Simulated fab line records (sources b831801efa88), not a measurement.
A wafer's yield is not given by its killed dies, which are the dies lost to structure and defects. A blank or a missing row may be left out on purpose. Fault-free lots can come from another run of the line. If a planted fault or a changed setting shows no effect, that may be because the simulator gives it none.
Chamber matching | flow gf180mcu | GF_STI_CMP_25 on cmp-01: 4 sister chambers
The step polishes, stops on Si3N4, t overpolish 33 s, target thk 524.6 nm. 4 wafers are shown with their chamber, then 7 later ones without.

## WAFERS WITH THEIR CHAMBER
wafer  | chamber | motorCurrentA (A)
L742.3 | 3       | 11.4
L745.5 | 2       | 13.3
L750.1 | 0       | 10.9
L750.3 | 1       | 10.9

## WAFERS WITHOUT THEIR CHAMBER
wafer  | motorCurrentA (A)
L750.4 | 14.6
L757.1 | 13.5
L757.3 | 10.6
L757.6 | 10.2
L758.2 | 14.2
L758.5 | 11.5
L758.6 | 10.6

## THE CHAMBER EACH PASSED THROUGH
wafer  | from the rows above          | in truth
L750.4 | 2                            | 2
L757.1 | 2                            | 2
L757.3 | can't be placed: 0 or 1 or 3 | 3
L757.6 | can't be placed: 0 or 1 or 3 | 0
L758.2 | 2                            | 2
L758.5 | can't be placed: 3 or 0 or 1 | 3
L758.6 | can't be placed: 0 or 1 or 3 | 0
3 of 7 placed correctly. Not placeable from these rows: 4 (in 4, the candidates include the true chamber). Placed wrongly: 0.
How it was worked out, from the rows above alone: a wafer's distance from a chamber is the root of the sum, over the readings, of the square of ((its reading less the chamber's mean) divided by the reading's scatter). If the next closest chamber is less than 2 further off than the closest, the wafer can't be placed; otherwise it belongs to the closest. Each chamber's mean is taken over the wafers shown for it. The scatter: with one shown wafer a chamber, the root of the mean of the squares of how far each hidden wafer lies from its nearest shown one.
